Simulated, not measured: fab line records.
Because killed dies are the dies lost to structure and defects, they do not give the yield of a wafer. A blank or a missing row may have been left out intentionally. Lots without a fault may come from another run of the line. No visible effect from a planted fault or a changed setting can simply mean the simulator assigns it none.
Which tool is to blame?    flow gf180mcu    36 wafers sampled from 12 lots at 1 step of a route of 602

WHAT THE GAUGES READ, wafer by wafer
GF_M1_THK_MEAS_06: measures by xrf.
lot   measured      on             M1_ALCU_THK (nm)
L769  day 17 05:22  film-metro-01  452 452 445
L774  day 19 21:13  film-metro-01  440 442 445
L775  day 19 21:49  film-metro-01  435 435 439
L778  day 20 14:57  film-metro-01  447 447 448
L782  day 22 07:32  film-metro-03  439 439 437
L783  day 22 10:25  film-metro-03  438 439 438
L784  day 22 16:38  film-metro-04  444 445 445
L785  day 22 22:33  film-metro-01  451 456 451
L786  day 23 16:07  film-metro-04  435 439 443
L788  day 23 19:07  film-metro-04  439 442 437
L789  day 24 09:49  film-metro-01  447 444 451
L790  day 24 16:11  film-metro-04  445 439 436

EACH LOT AND THE TOOL THAT RAN IT (in order: tool; ch and the chambers of the sampled wafers; start)
There is no process step in the record ahead of these readings.

AS READ BY THE TOOLS THEMSELVES (means over the sampled wafers that have a number; for cases with no such wafer, the mark the record gives instead)
The record holds no such reading with a usual standard deviation.

THE ANSWER, worked out from the rows above alone
Rule: what is usual is taken from the lots themselves. Put in order of their means at a reading, lots are off if they are a third of the lots or fewer, leave a main group of 4 or more, and stand apart from it by a gap of 3 or more times the standard deviation of the main group's means; of several such gaps the widest counts. If all means in a main group match to the digits the tables above print for the reading, that group is not used. Also off: a lot with no number at a reading for which 4 or more lots have one. All remaining lots with rows at the step are treated as sound. The gauges are gone through in route order, then the tools' own readings, and for those a lot's mean is taken as printed above. The first step at which some lot is off is used, and at that step the reading that is off furthest; a lot without a number counts as furthest.
No lot is off at any reading shown: from this, nothing can be told.

WHAT HAD BEEN PUT IN BY THE SIMULATOR
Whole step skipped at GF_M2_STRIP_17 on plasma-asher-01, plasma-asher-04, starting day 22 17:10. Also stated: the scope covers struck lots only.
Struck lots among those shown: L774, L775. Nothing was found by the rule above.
